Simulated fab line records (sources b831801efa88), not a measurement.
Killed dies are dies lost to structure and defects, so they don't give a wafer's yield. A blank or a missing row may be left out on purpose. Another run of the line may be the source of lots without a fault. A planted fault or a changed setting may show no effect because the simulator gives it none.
Struck lot and sound lot, side by side + flow sky130 + 16 steps out of a route of 708
Sound: wafers L851.1, L851.2, L851.3. Struck: wafers L844.1, L844.3, L844.5. At the end, the cause is stated.
Order at every step that has rows: each side's tool, ch and its chambers, its first start. Under that, the readings that differ: sound wafers + struck wafers + difference of the means + sigmas: that difference in standard deviations of wafers without a fault.
alike: readings with means less than 2 such deviations apart, plus words and numbers identical on both sides. not compared: withheld readings, readings lacking a value on some wafer, bounds such as >300 that could conceal the same value, and numbers that have no deviation in the record and whose values overlap.
A row with sigmas, a row that says differs or no value, or rows on one side alone: a step with any of these is where the two part. Numbers that have no deviation but don't overlap get no sigmas and don't part them. Lack of a reading on every wafer of one side parts them only where that side has two or more wafers.

first, 4 steps without rows for these wafers: SKY_LDD_LDN_SOFTBAKE_03 (time 60 s); SKY_LDD_LDN_EXPOSE_04 (exposes mask LDNTM, target cd 700 nm); SKY_LDD_LDN_PEB_05; SKY_LDD_LDN_DEVELOP_06 (develop time 60 s).
SKY_LDD_LDN_OVL_MEAS_07:
  sound: overlay-02 at day 29 22:25; struck: overlay-02 at day 27 09:39
  alike: LDD_LDN_OVL
then, 4 steps without rows for these wafers: SKY_LDD_LDN_IMPLANT_08; SKY_LDD_LDN_IMPLANT_09; SKY_LDD_LDN_IMPLANT_10; SKY_LDD_LDN_IMPLANT_11.
SKY_LDD_LDN_STRIP_12: strips in O2/N2.
  sound on plasma-asher-02 ch 0,1, day 29 23:03; struck on plasma-asher-01 ch 0,1, day 27 10:17
| reading                      | sound             | struck            | difference | sigmas |
|------------------------------|-------------------|-------------------|------------|--------|
| strip-time-to-endpoint-s (s) | 14.14 14.16 14.11 | 14.20 14.21 14.26 | +0.09      | +2     |
  alike: drypump-motor-current-A, oes-product-au
  not compared: rf-hours-counter-h
SKY_LDD_LDN_TW_MEAS_13:
  sound: film-metro-01 at day 29 23:09; struck: film-metro-01 at day 27 10:23
  alike: LDD_LDN_TW
then, 1 step without rows for these wafers: SKY_LDD_LDN_CLEAN_14 (cleans in SC1/SC2, time 150 s).
SKY_SPACER_CVD_00: deposits Si3N4 from DCS/NH3, target thk 43.1 nm, time 740 s.
  sound on lpcvd-02 ch 0, day 30 00:32; struck on lpcvd-02 ch 1, day 27 10:30
| reading                                  | sound             | struck            | difference | sigmas |
|------------------------------------------|-------------------|-------------------|------------|--------|
| spike-tc-bottom-C (C)                    | 787.7 789.2 791.0 | 803.8 803.9 803.8 | +14.5      | +7     |
| spike-tc-centre-C (C)                    | 770.2 771.9 771.3 | 782.1 783.9 782.2 | +11.6      | +8     |
| spike-tc-lower-C (C)                     | 771.0 769.8 769.6 | 782.5 783.6 783.5 | +13.1      | +13    |
| spike-tc-top-C (C)                       | 781.7 781.7 781.3 | 788.4 788.1 786.4 | +6.1       | +3     |
| spike-tc-upper-C (C)                     | 771.2 772.3 769.0 | 782.3 784.7 782.3 | +12.3      | +13    |
| susceptor-temp-C (C)                     | 770.3 770.3 769.9 | 782.8 782.5 782.2 | +12.3      | +36    |
| model.Si3N4_of_SPACER_CVD_00.thk-nm (nm) | 43.2 43.38 43.39  | 55.19 55.25 55.43 | +11.97     |        |
SKY_SPACER_THK_MEAS_01:
  sound: film-metro-04 at day 30 01:44; struck: film-metro-01 at day 27 12:19
| reading                | sound          | struck         | difference | sigmas |
|------------------------|----------------|----------------|------------|--------|
| SPACER_CVD_00_THK (nm) | 43.2 43.3 43.4 | 55.2 55.3 55.5 | +12.0      | +33    |
SKY_SPACER_ETCHBACK_02: etches Si3N4 in CH3F/O2, stops on SiO2, time 46.7 s, target depth 45 nm.
  sound on rie-diel-03 ch 0,1,3, day 30 01:48; struck on rie-diel-03 ch 1,3, day 27 12:22
| reading                  | sound                | struck               | difference | sigmas |
|--------------------------|----------------------|----------------------|------------|--------|
| oes-product-au (a.u.)    | 0.858 0.854 0.856    | 0.986 0.994 0.985    | +0.132     | +22    |
| throttle-valve-pct (%)   | 10.565 10.555 10.564 | 10.591 10.576 10.575 | +0.019     | +2     |
| model.etch.depth-nm (nm) | 43.2 43.38 43.39     | 55.19 55.25 55.43    | +11.97     |        |
  alike: drypump-motor-current-A
  not compared: rf-hours-counter-h
then, 1 step without rows for these wafers: SKY_POLY_CUT_DEHYDRATE_00 (time 60 s).

WHERE THEY PART
At SKY_LDD_LDN_STRIP_12 first; at SKY_SPACER_ETCHBACK_02 last (within this record only).

WHY: the cause the simulator had injected
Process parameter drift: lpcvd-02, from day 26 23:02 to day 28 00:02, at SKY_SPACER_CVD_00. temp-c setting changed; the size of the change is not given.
